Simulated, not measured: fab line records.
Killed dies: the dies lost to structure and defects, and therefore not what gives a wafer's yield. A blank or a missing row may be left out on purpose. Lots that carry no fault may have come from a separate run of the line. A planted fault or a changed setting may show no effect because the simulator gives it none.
fab line records    flow gf180mcu    part 2 of 2: steps 29 to 39 of 39
[record] lots = 5  wafers = 15  last-day = 33
route steps=602 shown PSD@254 NSD@262 SAB@264 SALICIDE@278 CONTACT@287
lots that met no fault: from a run of the same line without faults
start-h: start of the lot's first displayed wafer, in hours after the record's first day    wait-h: hours from the lot's prior step to this one    " unchanged from the row above    L1.1+2: a single row standing in for several wafers    - no value, or no start was given    * or withheld: withheld    < > ~ a bound
route shown NAME@n: NAME is a module with steps in the file, n the number in the route of the first one    usual: mean/standard deviation taken from wafers without a fault    same: alike in all rows    chamber/n: place in a boat    sites: per-site readings    _std_site: standard deviation across them    _edge_site: outer sites' mean less inner sites'    radius-mm: for every site, how far away it sits from the centre of the wafer    mask NAME#n: copy n    behind: the tool/chamber that last shaped the wafer    hold: reason for holding the lot/hours on hold/outcome of the hold    device: which transistor (n, p or np) failed to switch    end of line: at the end of the route, the tests of the same wafers    a step given without rows: its recipe and nothing more    killed: the dies lost at the first sort to structure and to defects; this is not the yield of the wafer    map: shows each die of a wafer: x if killed, . if not, _ if none is there
set.NAME: the setting the step ran with; set.NAME@STEP: the setting that earlier step ran with    model.NAME: the simulator's own value behind a step, which no gauge read
lots seen at some steps along the route; tables by step, rows by wafer
services: when a tool's chamber went out of use (start-h, in hours from the record's first day, below 0 if earlier), for how many hours, and the reason
[[steps]]
[step GF_SALICIDE_RS_MEAS_04]
[recipe] thk-meas-gauge = four-point-probe  reads = TiN_of_SALICIDE_SPUTTER_03+Co_of_SALICIDE_SPUTTER_02
[usual] SALICIDE_TIN_RS = 16.34/0.3
lot.wafer  tool           chamber  start-h  wait-h  SALICIDE_TIN_RS[ohm/sq]
L076.1     film-metro-04  -        354.53   0.0     16.34
L076.3     "              -        "        "       16.05
L076.4     "              -        "        "       16.36
L085.4     film-metro-04  -        433.97   0.1     16.46
L085.5     "              -        "        "       16.64
L085.6     "              -        "        "       16.70
L087.2     film-metro-03  -        453.60   0.0     15.83
L087.4     "              -        "        "       15.92
L087.5     "              -        "        "       16.11
L088.2     film-metro-03  -        462.59   0.0     16.04
L088.4     "              -        "        "       16.38
L088.5     "              -        "        "       16.19
L091.2     film-metro-04  -        487.38   0.0     16.64
L091.3     "              -        "        "       16.20
L091.4     "              -        "        "       16.61
[step GF_SALICIDE_THK_MEAS_05]
[recipe] thk-meas-gauge = xrf  reads = TiN_of_SALICIDE_SPUTTER_03
[usual] SALICIDE_TIN_THK = 19.89/0.25
lot.wafer  tool           chamber  start-h  wait-h  SALICIDE_TIN_THK[nm]
L076.1     film-metro-04  -        354.65   0.1     20.19
L076.3     "              -        "        "       20.13
L076.4     "              -        "        "       19.98
L085.4     film-metro-04  -        434.06   0.1     20.04
L085.5     "              -        "        "       19.99
L085.6     "              -        "        "       19.88
L087.2     film-metro-03  -        453.71   0.1     19.70
L087.4     "              -        "        "       20.11
L087.5     "              -        "        "       19.71
L088.2     film-metro-03  -        462.70   0.1     19.75
L088.4     "              -        "        "       20.29
L088.5     "              -        "        "       19.59
L091.2     film-metro-04  -        487.49   0.1     19.81
L091.3     "              -        "        "       19.81
L091.4     "              -        "        "       19.70
[step GF_SALICIDE_RTA_06]
[recipe] temp-c = 530  time-s = 30  ambient = N2
[usual] lamp-power-pct = 6.28/0.085  wafer_temp_C_max = 532.0/0.41
lot.wafer  tool           chamber  start-h  wait-h  lamp-power-pct  wafer_temp_C_max
L076.1     rtp-anneal-01  0        354.71   0.1     6.20            532.4
L076.3     "              0        "        "       6.19            531.4
L076.4     "              0        "        "       6.19            532.1
L085.4     rtp-anneal-01  0        434.14   0.1     6.20            531.9
L085.5     "              0        "        "       6.19            531.9
L085.6     "              0        "        "       6.20            532.4
L087.2     rtp-anneal-02  0        453.79   0.1     6.37            531.7
L087.4     "              0        "        "       6.37            532.0
L087.5     "              0        "        "       6.37            531.8
L088.2     rtp-anneal-01  0        462.77   0.1     6.20            531.4
L088.4     "              0        "        "       6.20            531.8
L088.5     "              0        "        "       6.19            531.7
L091.2     rtp-anneal-01  0        487.56   0.1     6.20            532.1
L091.3     "              0        "        "       6.21            532.0
L091.4     "              0        "        "       6.20            531.7
[step GF_SALICIDE_WET_ETCH_07]
[recipe] chemistry = SPM  target-depth-nm = 120  dry = n2-spin
lot.wafer   tool          chamber  start-h  wait-h
L076.1+3+4  wet-bench-04  1        354.81   0.1
L085.4+5+6  wet-bench-04  3        434.19   0.0
L087.2+4+5  wet-bench-01  3        453.96   0.1
L088.2+4+5  wet-bench-04  0        462.85   0.1
L091.2+3+4  wet-bench-01  1        487.64   0.1
[step GF_SALICIDE_RTA_08]
[recipe] temp-c = 800  time-s = 30  ambient = N2
[usual] lamp-power-pct = 17.44/0.24  wafer_temp_C_max = 803.1/0.68
lot.wafer  tool           chamber  start-h  wait-h  lamp-power-pct  wafer_temp_C_max
L076.1     rtp-anneal-02  0        354.90   0.0     17.68           803.0
L076.3     "              0        "        "       17.69           802.8
L076.4     "              0        "        "       17.65           803.9
L085.4     rtp-anneal-02  0        434.34   0.1     17.66           803.1
L085.5     "              0        "        "       17.72           802.7
L085.6     "              0        "        "       17.71           803.5
L087.2     rtp-anneal-01  0        454.08   0.0     17.21           803.3
L087.4     "              0        "        "       17.19           803.2
L087.5     "              0        "        "       17.19           803.4
L088.2     rtp-anneal-02  0        462.96   0.0     17.64           803.3
L088.4     "              0        "        "       17.67           802.3
L088.5     "              0        "        "       17.68           803.0
L091.2     rtp-anneal-02  0        487.75   0.0     17.68           803.3
L091.3     "              0        "        "       17.69           802.7
L091.4     "              0        "        "       17.67           803.0
[step GF_CONTACT_CVD_00]
[recipe] material = SiO2  target-thk-nm = 300  sigma-open-frac = 0.3  temp-c = 400  time-s = 50  sih4-flow-sccm = 60  pressure-mtorr = 6
lot.wafer   tool       chamber  start-h  wait-h
L076.1+3+4  hdpcvd-02  1,2,2    355.00   0.1
L085.4+5+6  hdpcvd-02  1,2,0    434.41   0.1
L087.2+4+5  hdpcvd-01  0,2,0    454.17   0.1
L088.2+4+5  hdpcvd-01  0,2,0    463.04   0.1
L091.2+3+4  hdpcvd-02  2,1,1    487.83   0.1
[step GF_CONTACT_THK_MEAS_01]
[recipe] reads = SiO2_of_CONTACT_CVD_00
[usual] CONTACT_CVD_00_THK = 300/3
lot.wafer  tool           chamber  start-h  wait-h  CONTACT_CVD_00_THK[nm]
L076.1     film-metro-04  -        355.04   0.0     300
L076.3     "              -        "        "       302
L076.4     "              -        "        "       300
L085.4     film-metro-04  -        434.46   0.0     301
L085.5     "              -        "        "       302
L085.6     "              -        "        "       302
L087.2     film-metro-04  -        454.22   0.0     298
L087.4     "              -        "        "       294
L087.5     "              -        "        "       302
L088.2     film-metro-02  -        463.10   0.0     301
L088.4     "              -        "        "       297
L088.5     "              -        "        "       301
L091.2     film-metro-04  -        487.89   0.0     304
L091.3     "              -        "        "       301
L091.4     "              -        "        "       304
[step GF_CONTACT_CVD_02]
[recipe] material = SiO2  target-thk-nm = 860  precursor = TEOS  temp-c = 400  time-s = 95.992  rf-w = 600
[usual] heater-power-w = 670/98
lot.wafer  tool      chamber  start-h  wait-h  heater-power-w  since-wet-clean-h
L076.1     pecvd-01  2        355.10   0.1     786             819
L076.3     "         0        "        "       596             819
L076.4     "         1        "        "       561             -
L085.4     pecvd-04  2        434.52   0.1     574             -
L085.5     "         1        "        "       849             -
L085.6     "         0        "        "       607             -
L087.2     pecvd-04  2        454.27   0.0     695             696
L087.4     "         0        "        "       534             -
L087.5     "         2        "        "       574             -
L088.2     pecvd-01  1        463.15   0.0     647             80
L088.4     "         0        "        "       497             -
L088.5     "         2        "        "       777             -
L091.2     pecvd-04  2        487.94   0.0     674             730
L091.3     "         1        "        "       882             730
L091.4     "         0        "        "       660             -
[step GF_CONTACT_THK_MEAS_03]
[recipe] reads = SiO2_of_CONTACT_CVD_02
[usual] CONTACT_CVD_02_THK = 856/11
lot.wafer  tool           chamber  start-h  wait-h  CONTACT_CVD_02_THK[nm]
L076.1     film-metro-01  -        355.17   0.0     843
L076.3     "              -        "        "       837
L076.4     "              -        "        "       843
L085.4     film-metro-02  -        434.59   0.0     871
L085.5     "              -        "        "       874
L085.6     "              -        "        "       858
L087.2     film-metro-01  -        454.39   0.1     847
L087.4     "              -        "        "       852
L087.5     "              -        "        "       858
L088.2     film-metro-04  -        463.23   0.0     857
L088.4     "              -        "        "       845
L088.5     "              -        "        "       865
L091.2     film-metro-01  -        488.02   0.0     855
L091.3     "              -        "        "       846
L091.4     "              -        "        "       844
[step GF_CONTACT_CMP_04]
[recipe] material = SiO2  down-force-psi = 4  platen-rpm = 60  pad-velocity-m-s = 0.94248
[usual] motor-current-A = 12.9/1.1  time-to-endpoint-s = 109/6
lot.wafer  tool    chamber  start-h  wait-h  motor-current-A  time-to-endpoint-s
L076.3     cmp-02  0        355.28   0.1     11.8             99
L076.1     "       1        "        "       13.3             105
L076.4     "       2        "        "       13.9             109
L085.4     cmp-01  1        434.62   0.0     11.4             113
L085.6     "       1        "        "       11.3             107
L085.5     "       2        "        "       13.1             113
L087.4     cmp-02  0        454.49   0.1     11.7             99
L087.2     "       2        "        "       12.9             106
L087.5     "       0        "        "       11.9             105
L088.2     cmp-02  0        463.28   0.0     12.0             106
L088.4     "       2        "        "       13.4             107
L088.5     "       1        "        "       13.9             115
L091.3     cmp-02  0        488.07   0.0     11.7             103
L091.2     "       1        "        "       14.3             110
L091.4     "       3        "        "       13.4             107
[step GF_CONTACT_BOW_MEAS_05]
[recipe] mode = bow
[usual] CONTACT_BOW = 67/7
lot.wafer  tool           chamber  start-h  wait-h  CONTACT_BOW[um]
L076.1     film-metro-02  -        355.53   0.1     69
L076.3     "              -        "        "       62
L076.4     "              -        "        "       53
L085.4     film-metro-01  -        434.98   0.3     54
L085.5     "              -        "        "       75
L085.6     "              -        "        "       64
L087.2     film-metro-01  -        454.76   0.1     62
L087.4     "              -        "        "       75
L087.5     "              -        "        "       79
L088.2     film-metro-04  -        463.60   0.3     62
L088.4     "              -        "        "       72
L088.5     "              -        "        "       83
L091.2     film-metro-04  -        488.39   0.2     68
L091.3     "              -        "        "       69
L091.4     "              -        "        "       59
[[services]]
tool              chamber  start-h  hours  kind
cmp-02            -        309.92   0.7    repair
wet-bench-01      -        309.97   6.3    repair
cmp-02            -        310.17   0.5    repair
rie-diel-01       1        316.08   6.6    repair
cmp-02            -        316.22   0.5    repair
iline-stepper-01  -        327.07   1.7    pm
iline-stepper-02  -        329.35   1.1    repair
pecvd-02          -        333.30   2.5    repair
rtp-anneal-02     -        337.56   2.4    pm
plasma-asher-04   -        337.90   2.8    pm
pecvd-02          -        350.63   0.8    pm
iline-stepper-02  -        363.36   1.7    pm
pecvd-01          -        368.88   14.0   pm
pecvd-02          -        370.66   2.8    pm
pvd-sputter-04    -        375.51   8.7    repair
pvd-sputter-04    -        378.87   3.2    repair
pecvd-04          -        386.14   6.0    pm
pvd-sputter-03    -        391.31   3.3    repair
rie-diel-01       -        421.68   0.5    repair
pecvd-04          -        422.61   1.4    repair
wet-bench-03      -        432.20   1.6    repair
rie-diel-01       -        449.80   2.8    pm
pecvd-04          1        452.09   4.7    repair
rie-diel-01       0        460.64   8.6    repair
